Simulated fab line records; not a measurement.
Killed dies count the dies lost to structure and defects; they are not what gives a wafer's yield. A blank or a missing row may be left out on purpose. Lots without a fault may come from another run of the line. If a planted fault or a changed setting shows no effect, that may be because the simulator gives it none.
fab line records | flow sky130
[record] lots = 14 wafers = 42 last-day = 50
route steps=708 shown METAL5@671 PAD_OPEN@708
lots that met no fault: from a run of the same line without faults
start-h: hours from the record's first day to the start of the lot's first wafer shown | wait-h: how many hours have passed since the lot's step before this one | " identical to the entry in the row above | L1.1+2: one row covering several wafers at once | - value missing, or start not given | * or withheld: withheld | < > ~ a bound
route shown NAME@n: a module of which the file shows steps, and the number in the route of the first | usual: mean/standard deviation taken from wafers without a fault | same: alike in all rows | chamber/n: place in a boat | sites: each site's reading | _std_site: standard deviation across them | _edge_site: outer sites' mean less inner sites' | radius-mm: how far each site lies from the wafer's centre | mask NAME#n: copy n | behind: the tool/chamber that last shaped the wafer | hold: cause of the lot's hold/its duration in hours/its outcome | device: whichever transistor did not switch (one of n, p or np) | end of line: tests of these same wafers at the route's end | a step with no rows: only its recipe | killed: dies lost to structure and defects at the first sort, not the wafer's yield | map: a wafer's dies, x killed, . not, _ none there
set.NAME: setting as actually run; set.NAME@STEP: the setting as run at that earlier step | model.NAME: the simulator's own value behind a step, which no gauge read
one table for each step of the route and one row for each wafer, over a sample of lots
[[steps]]
[step SKY_METAL5_SOFTBAKE_10]
[recipe] temp-c = 90 time-s = 60 resist = NOVOLAK
[usual] heater-power-total-W = 56.59/0.05 run-length-s = 88.91/0.11
// columns lot.wafer tool chamber start-h wait-h heater-power-total-W run-length-s
L600.1 litho-track-02 0 1032.31 0.1 56.66 88.86
L600.3 " 0 " " 56.52 88.97
L600.6 " 0 " " 56.65 89.08
L601.2 litho-track-03 0 1038.94 0.1 56.55 88.76
L601.3 " 0 " " 56.58 88.75
L601.6 " 0 " " 56.57 88.74
L604.1 litho-track-03 0 1051.76 0.1 56.51 88.92
L604.5 " 0 " " 56.67 88.93
L604.6 " 0 " " 56.61 88.75
L605.2 litho-track-02 0 1058.18 0.1 56.60 89.05
L605.3 " 0 " " 56.59 88.98
L605.4 " 0 " " 56.64 88.90
L606.1 litho-track-04 0 1064.23 0.1 56.57 88.76
L606.2 " 0 " " 56.63 88.80
L606.3 " 0 " " 56.58 88.98
L607.2 litho-track-02 0 1070.33 0.1 56.64 89.03
L607.4 " 0 " " 56.64 88.91
L607.6 " 0 " " 56.65 89.11
L608.1 litho-track-03 0 1076.41 0.1 56.63 88.74
L608.2 " 0 " " 56.50 88.90
L608.5 " 0 " " 56.52 88.93
L610.3 litho-track-02 0 1091.51 0.1 56.57 88.89
L610.4 " 0 " " 56.53 88.96
L610.5 " 0 " " 56.58 89.02
L611.2 litho-track-03 0 1097.19 0.1 56.58 89.08
L611.3 " 0 " " 56.65 88.90
L611.5 " 0 " " 56.65 88.75
L613.2 litho-track-03 0 1101.74 0.1 56.63 88.95
L613.4 " 0 " " 56.61 89.06
L613.6 " 0 " " 56.60 88.97
L617.2 litho-track-03 0 1126.24 0.1 56.64 88.88
L617.4 " 0 " " 56.53 89.10
L617.6 " 0 " " 56.56 88.97
L619.3 litho-track-02 0 1137.06 0.1 56.64 88.96
L619.4 " 0 " " 58.09 84.72
L619.5 " 0 " " 58.09 84.77
L621.2 litho-track-02 0 1151.88 0.1 58.14 84.55
L621.3 " 0 " " 56.60 88.92
L621.6 " 0 " " 56.64 88.83
L622.1 litho-track-04 0 1152.53 0.1 56.62 88.77
L622.3 " 0 " " 56.67 88.93
L622.5 " 0 " " 56.58 88.91
[step SKY_PAD_OPEN_PROBE_99]
[usual] defect-limited-yield = 82.4/2 killed_at_M0_to_M3 = 43/6.7 killed_at_M4_up = 3.2/2.1 killed-at-contacts = 25/5.9 killed-at-front-end = 16/4.7 killed-at-other = 0.3/0.54 killed-dies = 87/9.8 killed-on-rim = 17/3.7 killed-open = 47/6.7 killed-short = 40/6.5 sort_bin_3_pad_short = 0.9/0.45 sort_bin_5_function = 10.5/1.5 sort_bin_6_memory = 6.2/1.2 sort-n-pass = 405/9.8 sort-yield-pct = 82.4/2
[same] gross-dies = 492 killed-at-back-side = 0 sort_bin_4_leakage[%] = 0 sort_bin_8_speed[%] = 0
// columns lot.wafer tool chamber start-h wait-h defect-limited-yield[%] killed_at_M0_to_M3 killed_at_M4_up killed-at-contacts killed-at-front-end killed-at-other killed-dies killed-on-rim killed-open killed-short sort_bin_3_pad_short[%] sort_bin_5_function[%] sort_bin_6_memory[%] sort-n-pass sort-yield-pct[%]
L600.1 prober-02 - 1089.26 0.1 83.9 41 2 19 17 0 79 14 52 27 0.4 9.6 6.1 413 83.9
L600.3 prober-02 - 1089.36 0.2 83.3 41 5 26 10 0 82 16 40 42 0.2 11.0 5.5 410 83.3
L600.6 prober-02 - 1089.51 0.2 79.1 55 3 30 15 0 103 21 56 47 1.2 11.6 8.1 389 79.1
L601.2 prober-01 - 1096.96 0.1 80.7 41 3 27 24 0 95 18 57 38 0.4 11.0 7.9 397 80.7
L601.3 prober-01 - 1097.01 0.2 79.3 47 3 28 24 0 102 18 59 43 1.2 12.0 7.5 390 79.3
L601.6 prober-01 - 1097.16 0.2 81.7 52 3 22 13 0 90 20 42 47 1.4 10.2 6.7 402 81.7
L604.1 prober-02 - 1108.55 0.1 80.7 45 3 31 16 0 95 16 41 54 0.2 12.8 6.3 397 80.7
L604.5 prober-02 - 1108.75 0.2 83.3 47 2 21 12 0 82 17 52 30 0.6 9.1 6.9 410 83.3
L604.6 prober-02 - 1108.80 0.2 82.9 37 1 31 14 1 84 15 50 34 0.8 10.4 5.9 408 82.9
L605.2 prober-01 - 1114.56 0.1 83.5 44 5 22 10 0 81 14 46 35 0.4 10.6 5.5 411 83.5
L605.3 prober-01 - 1114.61 0.2 81.5 50 9 25 7 0 91 19 42 49 1.6 10.8 6.1 401 81.5
L605.4 prober-01 - 1114.66 0.2 85.8 37 2 18 12 1 70 16 38 32 1.0 8.1 5.1 422 85.8
L606.1 prober-02 - 1119.24 0.1 83.3 42 7 27 6 0 82 19 45 36 0.8 9.8 6.1 410 83.3
L606.2 prober-02 - 1119.29 0.1 82.1 46 4 21 17 0 88 14 42 44 0.6 11.4 5.9 404 82.1
L606.3 prober-02 - 1119.34 0.2 79.9 63 0 22 14 0 99 26 60 38 1.0 11.6 7.5 393 79.9
L607.2 prober-01 - 1126.76 0.1 81.5 34 6 36 15 0 91 20 44 47 0.8 12.4 5.3 401 81.5
L607.4 prober-01 - 1126.86 0.2 84.3 36 4 16 21 0 77 14 36 39 1.2 8.7 5.7 415 84.3
L607.6 prober-01 - 1126.96 0.2 79.7 42 9 30 19 0 100 21 56 42 1.4 11.8 7.1 392 79.7
L608.1 prober-02 - 1130.28 0.1 84.1 38 6 20 13 1 78 18 41 36 1.0 9.3 5.5 414 84.1
L608.2 prober-02 - 1130.33 0.1 83.1 34 3 32 13 1 83 11 41 42 0.8 11.2 4.9 409 83.1
L608.5 prober-02 - 1130.48 0.2 82.1 49 2 22 15 0 88 17 48 40 0.8 11.0 6.1 404 82.1
L610.3 prober-02 - 1145.23 0.2 80.9 48 5 29 11 1 94 20 54 39 1.0 9.3 8.7 398 80.9
L610.4 prober-02 - 1145.28 0.2 82.5 39 5 24 18 0 86 14 49 35 1.0 11.8 4.7 406 82.5
L610.5 prober-02 - 1145.33 0.2 80.3 47 8 29 13 0 97 20 43 53 1.6 10.2 7.9 395 80.3
L611.2 prober-01 - 1148.45 0.1 84.8 43 2 19 11 0 75 15 37 38 1.2 7.9 6.1 417 84.8
L611.3 prober-01 - 1148.50 0.2 86.8 32 2 16 15 0 65 10 34 31 1.2 6.7 5.3 427 86.8
L611.5 prober-01 - 1148.60 0.2 87.0 33 4 15 12 0 64 11 31 32 0.6 9.1 3.3 428 87.0
L613.2 prober-01 - 1153.75 0.1 83.1 39 1 33 10 0 83 19 50 33 1.0 10.4 5.5 409 83.1
L613.4 prober-01 - 1153.85 0.2 79.5 54 1 36 10 0 101 16 54 47 1.2 11.6 7.7 391 79.5
L613.6 prober-01 - 1153.95 0.2 82.5 41 1 24 19 1 86 23 49 37 1.2 10.0 6.3 406 82.5
L617.2 prober-01 - 1175.70 0.1 81.9 42 4 29 14 0 89 16 47 41 1.4 9.3 7.3 403 81.9
L617.4 prober-01 - 1175.80 0.2 80.9 46 1 29 18 0 94 21 49 45 0.4 13.0 5.7 398 80.9
L617.6 prober-01 - 1175.90 0.2 80.9 48 4 27 15 0 94 16 53 41 0.6 11.8 6.7 398 80.9
L619.3 prober-01 - 1184.84 0.2 82.1 40 8 29 10 1 88 16 50 38 1.2 9.8 6.9 404 82.1
L619.4 prober-01 - 1184.89 0.2 82.3 40 3 25 19 0 87 13 52 35 1.0 11.4 5.3 405 82.3
L619.5 prober-01 - 1184.94 0.2 82.5 45 0 29 12 0 86 16 56 30 0.4 11.6 5.5 406 82.5
L621.2 prober-01 - 1197.80 0.1 86.2 37 2 20 8 1 68 17 33 35 0.8 8.7 4.3 424 86.2
L621.3 prober-01 - 1197.85 0.2 84.1 43 5 17 12 1 78 13 39 39 1.8 8.7 5.3 414 84.1
L621.6 prober-01 - 1198.00 0.2 82.1 53 1 12 20 2 88 14 44 42 1.4 10.8 5.7 404 82.1
L622.1 prober-02 - 1198.95 0.1 86.0 40 3 10 16 0 69 12 30 37 0.8 8.7 4.5 423 86.0
L622.3 prober-02 - 1199.05 0.2 82.5 39 2 27 18 0 86 15 45 40 0.6 10.8 6.1 406 82.5
L622.5 prober-02 - 1199.15 0.2 82.9 42 2 21 19 0 84 13 43 41 1.0 8.7 7.3 408 82.9
// killed by level:class
L600.1 CONTACT:geometric-particle:open=14 METAL1:geometric-particle:short=9 VIA1:geometric-particle:open=8 POLY_GATE:geometric-particle:open=7 VIA2:geometric-particle:open=7 POLY_GATE:geometric-particle:short=4 VIA3:geometric-particle:open=4 FIELD_ISO:geometric-particle:open=3
L600.3 CONTACT:geometric-particle:open=13 METAL1:geometric-particle:short=8 METAL2:geometric-particle:short=8 LI_CONTACT:geometric-particle:open=6 VIA3:geometric-particle:open=6 POLY_GATE:geometric-particle:short=5 VIA1:geometric-particle:open=5 METAL4:geometric-particle:short=5
L600.6 LI_CONTACT:geometric-particle:open=10 VIA1:geometric-particle:open=10 CONTACT:geometric-particle:short=7 CONTACT:geometric-particle:open=7 VIA2:geometric-particle:open=6 METAL1:geometric-particle:short=6 METAL3:geometric-particle:short=6 VIA3:geometric-particle:open=6
L601.2 LI_CONTACT:geometric-particle:open=11 VIA1:geometric-particle:open=11 POLY_GATE:geometric-particle:open=8 CONTACT:geometric-particle:open=8 VIA3:geometric-particle:open=8 METAL1:geometric-particle:short=6 CONTACT:geometric-particle:short=5 FIELD_ISO:geometric-particle:short=4
L601.3 LI_CONTACT:geometric-particle:open=11 VIA1:geometric-particle:open=11 VIA2:geometric-particle:open=10 VIA3:geometric-particle:open=7 CONTACT:geometric-particle:open=7 FIELD_ISO:geometric-particle:short=6 FIELD_ISO:geometric-particle:open=5 POLY_GATE:geometric-particle:short=5
L601.6 LI_CONTACT:geometric-particle:open=10 METAL1:geometric-particle:short=9 VIA1:geometric-particle:open=8 VIA1:geometric-particle:short=6 VIA3:geometric-particle:open=6 POLY_GATE:geometric-particle:short=4 METAL2:geometric-particle:short=4 METAL3:geometric-particle:short=4
L604.1 VIA1:geometric-particle:open=10 METAL1:geometric-particle:short=10 CONTACT:geometric-particle:open=9 CONTACT:geometric-particle:short=7 METAL2:geometric-particle:short=7 VIA2:geometric-particle:open=7 LI_CONTACT:geometric-particle:short=5 LI_CONTACT:geometric-particle:open=5
L604.5 VIA1:geometric-particle:open=13 METAL1:geometric-particle:short=8 VIA3:geometric-particle:open=8 CONTACT:geometric-particle:open=7 VIA2:geometric-particle:open=7 LI_CONTACT:geometric-particle:open=6 CONTACT:geometric-particle:short=5 FIELD_ISO:geometric-particle:open=4
L604.6 LI_CONTACT:geometric-particle:open=9 CONTACT:geometric-particle:open=9 VIA1:geometric-particle:open=8 LOCAL_INTERCONNECT:geometric-particle:short=6 FIELD_ISO:geometric-particle:open=5 VIA2:geometric-particle:open=5 VIA3:geometric-particle:open=5 CONTACT:geometric-particle:short=4
L605.2 LI_CONTACT:geometric-particle:open=10 VIA1:geometric-particle:short=10 VIA2:geometric-particle:open=9 CONTACT:geometric-particle:open=7 VIA3:geometric-particle:open=6 VIA1:geometric-particle:open=5 METAL4:geometric-particle:short=5 CONTACT:geometric-particle:short=4
L605.3 VIA1:geometric-particle:open=17 METAL1:geometric-particle:short=9 LI_CONTACT:geometric-particle:open=8 CONTACT:geometric-particle:short=7 METAL4:geometric-particle:short=6 VIA1:geometric-particle:short=5 LI_CONTACT:geometric-particle:short=4 VIA2:geometric-particle:open=4
L605.4 LI_CONTACT:geometric-particle:open=7 VIA3:geometric-particle:open=7 VIA2:geometric-particle:open=7 VIA1:geometric-particle:short=6 METAL1:geometric-particle:short=5 CONTACT:geometric-particle:open=5 VIA1:geometric-particle:open=4 FIELD_ISO:geometric-particle:open=3
L606.1 LI_CONTACT:geometric-particle:open=13 VIA1:geometric-particle:open=13 VIA3:geometric-particle:open=6 METAL4:geometric-particle:short=6 METAL2:geometric-particle:short=5 CONTACT:geometric-particle:short=5 LI_CONTACT:geometric-particle:short=5 METAL1:geometric-particle:short=5
L606.2 VIA1:geometric-particle:open=10 LI_CONTACT:geometric-particle:open=7 CONTACT:geometric-particle:open=7 METAL1:geometric-particle:short=6 METAL2:geometric-particle:short=6 VIA3:geometric-particle:open=5 VIA1:geometric-particle:short=5 POLY_GATE:geometric-particle:short=4
L606.3 VIA1:geometric-particle:open=15 METAL1:geometric-particle:short=11 VIA2:geometric-particle:open=10 CONTACT:geometric-particle:open=9 VIA3:geometric-particle:open=8 LI_CONTACT:geometric-particle:open=7 METAL2:geometric-particle:short=7 VIA1:geometric-particle:short=5
L607.2 CONTACT:geometric-particle:open=10 CONTACT:geometric-particle:short=9 LOCAL_INTERCONNECT:geometric-particle:short=8 VIA1:geometric-particle:open=8 VIA1:geometric-particle:short=8 LI_CONTACT:geometric-particle:open=7 VIA3:geometric-particle:open=7 POLY_GATE:geometric-particle:open=5
L607.4 METAL1:geometric-particle:short=9 VIA1:geometric-particle:open=6 VIA2:geometric-particle:open=6 POLY_GATE:geometric-particle:short=5 LOCAL_INTERCONNECT:geometric-particle:short=5 METAL3:geometric-particle:short=5 VIA3:geometric-particle:open=5 FIELD_ISO:geometric-particle:open=4
L607.6 VIA1:geometric-particle:open=13 CONTACT:geometric-particle:open=9 LI_CONTACT:geometric-particle:open=8 METAL4:geometric-particle:short=7 CONTACT:geometric-particle:short=6 VIA2:geometric-particle:open=5 VIA3:geometric-particle:open=5 FIELD_ISO:geometric-particle:open=4
L608.1 VIA1:geometric-particle:open=9 VIA1:geometric-particle:short=8 FIELD_ISO:geometric-particle:open=5 CONTACT:geometric-particle:open=5 METAL1:geometric-particle:short=5 LOCAL_INTERCONNECT:geometric-particle:short=4 VIA2:geometric-particle:open=4 VIA3:geometric-particle:open=4
L608.2 LI_CONTACT:geometric-particle:open=10 LOCAL_INTERCONNECT:geometric-particle:short=7 CONTACT:geometric-particle:short=7 VIA1:geometric-particle:open=7 CONTACT:geometric-particle:open=6 METAL1:geometric-particle:short=6 POLY_GATE:geometric-particle:open=4 VIA3:geometric-particle:short=4
L608.5 VIA1:geometric-particle:open=11 LI_CONTACT:geometric-particle:open=9 CONTACT:geometric-particle:open=7 VIA2:geometric-particle:open=7 VIA1:geometric-particle:short=6 VIA3:geometric-particle:open=6 METAL1:geometric-particle:short=6 FIELD_ISO:geometric-particle:short=5
L610.3 LI_CONTACT:geometric-particle:open=10 CONTACT:geometric-particle:open=10 VIA1:geometric-particle:open=9 VIA2:geometric-particle:open=8 CONTACT:geometric-particle:short=7 VIA1:geometric-particle:short=6 FIELD_ISO:geometric-particle:open=5 VIA3:geometric-particle:open=5
L610.4 VIA1:geometric-particle:open=12 CONTACT:geometric-particle:open=10 FIELD_ISO:geometric-particle:open=6 POLY_GATE:geometric-particle:open=5 LI_CONTACT:geometric-particle:open=5 METAL3:geometric-particle:short=5 VIA3:geometric-particle:open=5 CONTACT:geometric-particle:short=4
L610.5 VIA1:geometric-particle:open=12 LI_CONTACT:geometric-particle:open=11 METAL1:geometric-particle:short=8 LOCAL_INTERCONNECT:geometric-particle:short=6 CONTACT:geometric-particle:short=6 CONTACT:geometric-particle:open=6 VIA1:geometric-particle:short=5 METAL2:geometric-particle:short=5
L611.2 CONTACT:geometric-particle:open=8 VIA1:geometric-particle:short=8 METAL1:geometric-particle:short=7 LI_CONTACT:geometric-particle:open=6 VIA2:geometric-particle:short=6 VIA1:geometric-particle:open=5 VIA3:geometric-particle:open=5 FIELD_ISO:geometric-particle:open=4
L611.3 FIELD_ISO:geometric-particle:open=6 METAL1:geometric-particle:short=6 VIA1:geometric-particle:open=6 VIA3:geometric-particle:open=6 POLY_GATE:geometric-particle:short=5 LOCAL_INTERCONNECT:geometric-particle:short=5 LI_CONTACT:geometric-particle:open=3 CONTACT:geometric-particle:open=3
L611.5 CONTACT:geometric-particle:open=8 VIA1:geometric-particle:open=6 FIELD_ISO:geometric-particle:short=4 POLY_GATE:geometric-particle:open=4 METAL1:geometric-particle:short=4 VIA2:geometric-particle:open=4 VIA3:geometric-particle:open=4 POLY_GATE:geometric-particle:short=3
L613.2 CONTACT:geometric-particle:open=13 VIA1:geometric-particle:open=10 LI_CONTACT:geometric-particle:open=7 VIA3:geometric-particle:open=7 CONTACT:geometric-particle:short=7 METAL1:geometric-particle:short=6 LOCAL_INTERCONNECT:geometric-particle:short=5 FIELD_ISO:geometric-particle:open=3
L613.4 CONTACT:geometric-particle:open=11 LI_CONTACT:geometric-particle:open=9 METAL1:geometric-particle:short=9 VIA1:geometric-particle:open=9 LOCAL_INTERCONNECT:geometric-particle:short=8 VIA3:geometric-particle:open=7 VIA2:geometric-particle:open=6 VIA2:geometric-particle:short=5
L613.6 CONTACT:geometric-particle:open=12 POLY_GATE:geometric-particle:open=8 METAL1:geometric-particle:short=7 VIA1:geometric-particle:open=6 VIA2:geometric-particle:open=6 VIA3:geometric-particle:open=6 LI_CONTACT:geometric-particle:short=5 LI_CONTACT:geometric-particle:open=4
L617.2 CONTACT:geometric-particle:open=14 VIA1:geometric-particle:open=10 METAL2:geometric-particle:short=7 LI_CONTACT:geometric-particle:short=6 LI_CONTACT:geometric-particle:open=6 VIA1:geometric-particle:short=6 VIA3:geometric-particle:open=5 FIELD_ISO:geometric-particle:short=4
L617.4 LI_CONTACT:geometric-particle:open=14 METAL3:geometric-particle:short=8 CONTACT:geometric-particle:open=6 METAL1:geometric-particle:short=6 VIA1:geometric-particle:open=6 VIA3:geometric-particle:open=6 FIELD_ISO:geometric-particle:open=5 FIELD_ISO:geometric-particle:short=5
L617.6 VIA1:geometric-particle:open=17 CONTACT:geometric-particle:open=12 POLY_GATE:geometric-particle:short=6 LI_CONTACT:geometric-particle:open=6 POLY_GATE:geometric-particle:open=5 LOCAL_INTERCONNECT:geometric-particle:short=5 METAL1:geometric-particle:short=5 VIA3:geometric-particle:open=5
L619.3 CONTACT:geometric-particle:open=12 VIA2:geometric-particle:open=9 METAL4:geometric-particle:short=7 LI_CONTACT:geometric-particle:open=7 VIA1:geometric-particle:open=7 LI_CONTACT:geometric-particle:short=5 VIA2:geometric-particle:short=5 METAL2:geometric-particle:short=5
L619.4 CONTACT:geometric-particle:open=10 LI_CONTACT:geometric-particle:open=8 VIA1:geometric-particle:open=8 VIA3:geometric-particle:open=7 METAL1:geometric-particle:short=6 FIELD_ISO:geometric-particle:short=5 VIA2:geometric-particle:open=5 POLY_GATE:geometric-particle:short=4
L619.5 LI_CONTACT:geometric-particle:open=11 CONTACT:geometric-particle:open=10 VIA3:geometric-particle:open=9 METAL1:geometric-particle:short=8 VIA1:geometric-particle:open=8 VIA2:geometric-particle:open=7 FIELD_ISO:geometric-particle:open=4 CONTACT:geometric-particle:short=4
L621.2 METAL2:geometric-particle:short=9 LI_CONTACT:geometric-particle:open=6 VIA1:geometric-particle:open=6 CONTACT:geometric-particle:open=5 VIA3:geometric-particle:open=5 CONTACT:geometric-particle:short=4 METAL1:geometric-particle:short=4 VIA2:geometric-particle:open=4
L621.3 VIA1:geometric-particle:open=7 VIA3:geometric-particle:open=7 LI_CONTACT:geometric-particle:open=6 METAL2:geometric-particle:short=5 VIA2:geometric-particle:open=5 VIA2:geometric-particle:short=5 FIELD_ISO:geometric-particle:short=4 VIA1:geometric-particle:short=4
L621.6 VIA1:geometric-particle:open=11 METAL1:geometric-particle:short=7 FIELD_ISO:geometric-particle:short=6 METAL2:geometric-particle:short=6 VIA3:geometric-particle:open=6 VIA2:geometric-particle:open=5 FIELD_ISO:geometric-particle:open=4 LI_CONTACT:geometric-particle:open=4
L622.1 METAL1:geometric-particle:short=8 VIA3:geometric-particle:open=6 METAL2:geometric-particle:short=5 VIA2:geometric-particle:open=5 VIA2:geometric-particle:short=4 POLY_GATE:geometric-particle:short=4 FIELD_ISO:geometric-particle:open=3 POLY_GATE:geometric-particle:open=3
L622.3 LI_CONTACT:geometric-particle:open=9 VIA1:geometric-particle:open=8 LOCAL_INTERCONNECT:geometric-particle:short=6 VIA2:geometric-particle:open=6 VIA3:geometric-particle:open=6 FIELD_ISO:geometric-particle:short=5 CONTACT:geometric-particle:short=5 CONTACT:geometric-particle:open=5
L622.5 VIA2:geometric-particle:open=12 FIELD_ISO:geometric-particle:open=7 CONTACT:geometric-particle:short=7 VIA1:geometric-particle:open=7 FIELD_ISO:geometric-particle:short=6 LI_CONTACT:geometric-particle:open=6 CONTACT:geometric-particle:open=5 VIA1:geometric-particle:short=5
[[key]]
[first-sign] step = SKY_METAL5_SOFTBAKE_10 reading = run-length-s direction = down sigmas = 40 usual = * struck = *
[effect] step = SKY_METAL5_SOFTBAKE_10 reading = heater-power-total-W direction = up sigmas = 30 usual = * struck = *
met-at SKY_METAL5_SOFTBAKE_10
struck-lots L619,L621
struck-wafers L619.4,L619.5,L621.2
onset-between 1091.51 1137.06
[fault] kind = process-parameter-drift tool = litho-track-02 chamber = - onset-h = 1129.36 steps = SKY_METAL5_SOFTBAKE_10 channel = time-s offset = * shape = step end-h = 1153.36 scope = struck-wafers-only acts-in = * stated = *
